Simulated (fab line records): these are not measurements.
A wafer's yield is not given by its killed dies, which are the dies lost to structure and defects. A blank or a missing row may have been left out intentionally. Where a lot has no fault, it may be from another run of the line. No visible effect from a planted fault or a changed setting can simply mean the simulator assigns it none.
Which tool is to blame? | flow sky130 | Sampling: 13 lots, 39 wafers, 6 of 708 route steps

== WHAT THE GAUGES READ, wafer by wafer ==
SKY_DNWELL_TW_MEAS_09. Usual: DNWELL_TW 1111, standard deviation 5.8.
lot  | measured    | on            | DNWELL_TW      | flag
L295 | day 3 12:35 | film-metro-02 | 1112 1114 1109 |
L296 | day 3 17:39 | film-metro-04 | 1093 1105 1105 |
L299 | day 4 09:37 | film-metro-04 | 1113 1116 1119 |
L300 | day 4 16:53 | film-metro-03 | 1113 1107 1110 |
L301 | day 4 23:04 | film-metro-02 | 1107 1109 1104 |
L303 | day 5 09:24 | film-metro-04 | 1109 1106 1113 |
L305 | day 5 21:15 | film-metro-03 | 1105 1109 1110 |
L306 | day 6 02:56 | film-metro-04 | 1118 1109 1119 |
L307 | day 6 05:55 | film-metro-03 | 1105 1109 1110 |
L310 | day 7 03:52 | film-metro-04 | 1114 1111 1120 |
L311 | day 7 08:38 | film-metro-02 | 1121 1114 1108 |
L315 | day 8 06:10 | film-metro-02 | 1099 1103 1110 |
L316 | day 8 10:32 | film-metro-02 | 1106 1108 1111 |

SKY_VT_ADJUST_LVTN_TW_MEAS_10. Usual: VT_ADJUST_LVTN_TW 242.0, standard deviation 1.7.
lot  | measured     | on            | VT_ADJUST_LVTN_TW | flag
L295 | day 7 09:02  | film-metro-01 | 242.6 242.8 244.4 |
L296 | day 7 13:09  | film-metro-02 | 239.9 243.0 241.4 |
L299 | day 8 09:15  | film-metro-01 | 242.7 242.7 242.3 |
L300 | day 8 17:25  | film-metro-01 | 242.9 240.5 243.7 |
L301 | day 9 00:46  | film-metro-01 | 243.2 243.7 243.8 |
L303 | day 9 15:44  | film-metro-01 | 243.1 242.4 243.3 |
L305 | day 10 04:49 | film-metro-01 | 243.7 242.9 244.0 |
L306 | day 10 12:01 | film-metro-01 | 243.5 243.2 242.9 |
L307 | day 10 17:04 | film-metro-04 | 239.3 239.1 239.6 |
L310 | day 11 16:57 | film-metro-04 | 240.0 241.2 241.1 |
L311 | day 12 00:07 | film-metro-01 | 30.4 30.5 30.3    | OFF
L315 | day 13 01:52 | film-metro-04 | 240.6 240.6 241.0 |
L316 | day 13 06:10 | film-metro-04 | 239.8 239.2 240.8 |

SKY_VT_ADJUST_PCH_OVL_MEAS_07. Usual: VT_ADJUST_PCH_OVL -0.6 nm, standard deviation 1.3.
lot  | measured     | on         | VT_ADJUST_PCH_OVL (nm) | flag
L295 | day 10 23:31 | overlay-01 | -0.8 -1.9 -0.8         |
L296 | day 11 03:44 | overlay-02 | 0.3 -1.6 -0.1          |
L299 | day 12 03:28 | overlay-01 | -1.4 -0.2 -1.0         |
L300 | day 12 14:34 | overlay-02 | -0.6 0.5 -0.7          |
L301 | day 12 22:56 | overlay-01 | 1.1 2.3 -0.7           |
L303 | day 13 14:34 | overlay-01 | -0.8 0.1 0.2           |
L305 | day 14 04:49 | overlay-01 | -1.6 1.0 0.1           |
L306 | day 14 14:00 | overlay-01 | 2.0 -0.4 -2.1          |
L307 | day 14 19:45 | overlay-02 | 0.7 0.3 -0.7           |
L310 | day 16 00:15 | overlay-01 | 0.9 1.0 0.9            |
L311 | day 16 07:52 | overlay-01 | -3.0 -0.5 -1.9         |
L315 | day 17 15:03 | overlay-02 | -0.3 -1.3 -2.4         |
L316 | day 17 20:10 | overlay-01 | -4.5 -1.1 -2.7         |

SKY_POLY_GATE_CD_MEAS_22. Usual: cd-nm reads 150.2 nm (standard deviation 2.1).
lot  | measured     | on        | cd-nm (nm)        | flag
L295 | day 17 01:08 | cd-sem-01 | 153.0 149.1 152.9 |
L296 | day 17 07:50 | cd-sem-02 | 157.1 155.3 151.6 |
L299 | day 18 11:14 | cd-sem-02 | 148.1 150.6 151.0 |
L300 | day 19 01:09 | cd-sem-01 | 153.2 150.9 149.4 |
L301 | day 19 12:58 | cd-sem-02 | 151.4 154.5 150.9 |
L303 | day 20 04:46 | cd-sem-01 | 150.0 150.3 151.0 |
L305 | day 20 23:40 | cd-sem-01 | 149.7 148.7 152.0 |
L306 | day 21 07:02 | cd-sem-01 | 149.2 147.0 148.2 |
L307 | day 21 15:10 | cd-sem-02 | 149.9 152.3 145.7 |
L310 | day 22 21:21 | cd-sem-02 | 148.7 150.0 150.4 |
L311 | day 23 05:17 | cd-sem-01 | 150.1 149.7 150.1 |
L315 | day 24 12:13 | cd-sem-02 | 148.3 147.4 149.7 |
L316 | day 24 19:06 | cd-sem-02 | 153.4 149.3 155.3 |

== TOOL THAT RAN EACH LOT (tool first, then ch and the chambers of the sampled wafers, then the start) ==
lot  | SKY_VT_ADJUST_HVTP_STRIP_10          | SKY_VT_ADJUST_LVTN_STRIP_09
L295 | plasma-asher-02 ch 0, day 6 13:14    | plasma-asher-02 ch 0,1, day 7 08:55
L296 | plasma-asher-01 ch 0,1, day 6 17:16  | plasma-asher-04 ch 0,1, day 7 13:03
L299 | plasma-asher-03 ch 0,1, day 7 13:04  | plasma-asher-03 ch 0,1, day 8 09:09
L300 | plasma-asher-02 ch 0,1, day 7 20:20  | plasma-asher-03 ch 0,1, day 8 17:18
L301 | plasma-asher-02 ch 0,1, day 8 04:28  | plasma-asher-02 ch 0,1, day 9 00:41
L303 | plasma-asher-02 ch 0,1, day 8 17:07  | plasma-asher-02 ch 0,1, day 9 15:38
L305 | plasma-asher-02 ch 0,1, day 9 06:07  | plasma-asher-03 ch 0,1, day 10 04:42
L306 | plasma-asher-02 ch 0,1, day 9 12:23  | plasma-asher-02 ch 0,1, day 10 11:55
L307 | plasma-asher-03 ch 0,1, day 9 17:53  | plasma-asher-02 ch 0,1, day 10 16:58
L310 | plasma-asher-02 ch 0,1, day 10 17:43 | plasma-asher-04 ch 0,1, day 11 16:51
L311 | plasma-asher-01 ch 0, day 11 00:17   | plasma-asher-03 ch 0,1, day 12 00:01
L315 | plasma-asher-02 ch 0,1, day 12 01:07 | plasma-asher-03 ch 0,1, day 13 01:46
L316 | plasma-asher-02 ch 0,1, day 12 05:08 | plasma-asher-02 ch 1, day 13 06:03
- SKY_VT_ADJUST_HVTP_STRIP_10: strips in O2/N2.
- SKY_VT_ADJUST_LVTN_STRIP_09: strips in O2/N2.

== WHAT THE TOOLS THEMSELVES READ (means of the sampled wafers that have a number; where no wafer has one, the mark that the record gives instead) ==
SKY_VT_ADJUST_HVTP_STRIP_10. Usual: chamber-pressure-mTorr 1499.9 mTorr, standard deviation 1.3; drypump-motor-current-A 5.49 A, standard deviation 0.28; oes-product-au 0.715 a.u., standard deviation 0.004; strip-time-to-endpoint-s 14.18 s, standard deviation 0.04.
lot  | tool            | chamber-pressure-mTorr (mTorr) | drypump-motor-current-A (A) | oes-product-au (a.u.) | strip-time-to-endpoint-s (s) | flag
L295 | plasma-asher-02 | 1499.7                         | 5.29                        | 0.712                 | 14.15                        |
L296 | plasma-asher-01 | 1500.2                         | 5.94                        | 0.715                 | 14.18                        |
L299 | plasma-asher-03 | 1500.0                         | 5.45                        | 0.715                 | 14.19                        |
L300 | plasma-asher-02 | 1499.6                         | 5.41                        | 0.716                 | 14.16                        |
L301 | plasma-asher-02 | 1500.0                         | 5.35                        | 0.708                 | 14.20                        |
L303 | plasma-asher-02 | 1499.2                         | 5.36                        | 0.713                 | 14.18                        |
L305 | plasma-asher-02 | 1501.1                         | 5.34                        | 0.714                 | 14.17                        |
L306 | plasma-asher-02 | 1499.7                         | 5.36                        | 0.719                 | 14.23                        |
L307 | plasma-asher-03 | 1499.6                         | 5.46                        | 0.715                 | 14.13                        |
L310 | plasma-asher-02 | 1500.5                         | 5.34                        | 0.717                 | 14.13                        |
L311 | plasma-asher-01 | 1499.6                         | 5.45                        | 0.917                 | -                            | OFF
L315 | plasma-asher-02 | 1499.6                         | 5.38                        | 0.714                 | 14.14                        |
L316 | plasma-asher-02 | 1500.4                         | 5.35                        | 0.717                 | 14.17                        |

SKY_VT_ADJUST_LVTN_STRIP_09. Usual: chamber-pressure-mTorr 1499.9 mTorr, standard deviation 1.3; drypump-motor-current-A 5.6 A, standard deviation 0.3; oes-product-au 0.723 a.u., standard deviation 0.0051; strip-time-to-endpoint-s 36.92 s, standard deviation 0.1.
lot  | tool            | chamber-pressure-mTorr (mTorr) | drypump-motor-current-A (A) | oes-product-au (a.u.) | strip-time-to-endpoint-s (s) | flag
L295 | plasma-asher-02 | 1500.2                         | 5.3                         | 0.719                 | 36.88                        |
L296 | plasma-asher-04 | 1500.2                         | 6.0                         | 0.730                 | 36.87                        |
L299 | plasma-asher-03 | 1499.4                         | 5.7                         | 0.723                 | 36.85                        |
L300 | plasma-asher-03 | 1499.8                         | 5.7                         | 0.720                 | 37.00                        |
L301 | plasma-asher-02 | 1499.4                         | 5.3                         | 0.718                 | 36.84                        |
L303 | plasma-asher-02 | 1499.3                         | 5.3                         | 0.723                 | 36.81                        |
L305 | plasma-asher-03 | 1500.2                         | 5.4                         | 0.726                 | 36.96                        |
L306 | plasma-asher-02 | 1501.1                         | 5.3                         | 0.721                 | 36.87                        |
L307 | plasma-asher-02 | 1500.5                         | 5.4                         | 0.721                 | 36.80                        |
L310 | plasma-asher-04 | 1499.2                         | 5.8                         | 0.716                 | 36.93                        |
L311 | plasma-asher-03 | 1499.4                         | 5.5                         | 0.727                 | 45.92                        | OFF
L315 | plasma-asher-03 | 1499.9                         | 5.5                         | 0.724                 | 36.94                        |
L316 | plasma-asher-02 | 1499.8                         | 5.4                         | 0.721                 | 36.94                        |

== THE ANSWER, worked out from the rows above alone ==
Rule: a lot counts as off when the mean over its wafers that have a number is more than 3 standard deviations away from the usual mean. A lot without any number at a reading at which 4 lots or more have one is off too. All remaining lots with rows at the step are treated as sound. The gauges are gone through in route order, then the tools' own readings, and for those a lot's mean is taken as printed above. At the first step where some lot is off, the reading lying furthest off is the one used; lots without a number count as furthest.
Off: at SKY_VT_ADJUST_LVTN_TW_MEAS_10 (VT_ADJUST_LVTN_TW), L311.
If a tool, at a process step before that reading, ran all the lots that are off and no sound lot after the first of them, it fits. The gauges at SKY_VT_ADJUST_LVTN_TW_MEAS_10 aren't tried: what is off there is off at SKY_VT_ADJUST_HVTP_STRIP_10 too, on other tools, and a gauge's error can't cause that. One fits: plasma-asher-01 at SKY_VT_ADJUST_HVTP_STRIP_10. Its last sound lot is L296 (day 6 17:16), its first lot that is off L311 (day 11 00:17): a fault that began between those two fits.
On the lots that are off, the tool's own readings at SKY_VT_ADJUST_HVTP_STRIP_10 differ by more than 5 times the standard deviation of the sound lots' means, which bears it out; oes-product-au reads 0.917 a.u. there versus 0.715 a.u. on the sound lots.
Blank at SKY_VT_ADJUST_HVTP_STRIP_10 on the lots that are off, where sound lots have numbers: strip-time-to-endpoint-s.

== WHAT WAS PUT IN BY THE SIMULATOR ==
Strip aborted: plasma-asher-01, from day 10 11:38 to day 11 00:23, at SKY_VT_ADJUST_HVTP_STRIP_10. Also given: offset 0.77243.
Lots struck among those shown: L311. Same finding as the rule above.
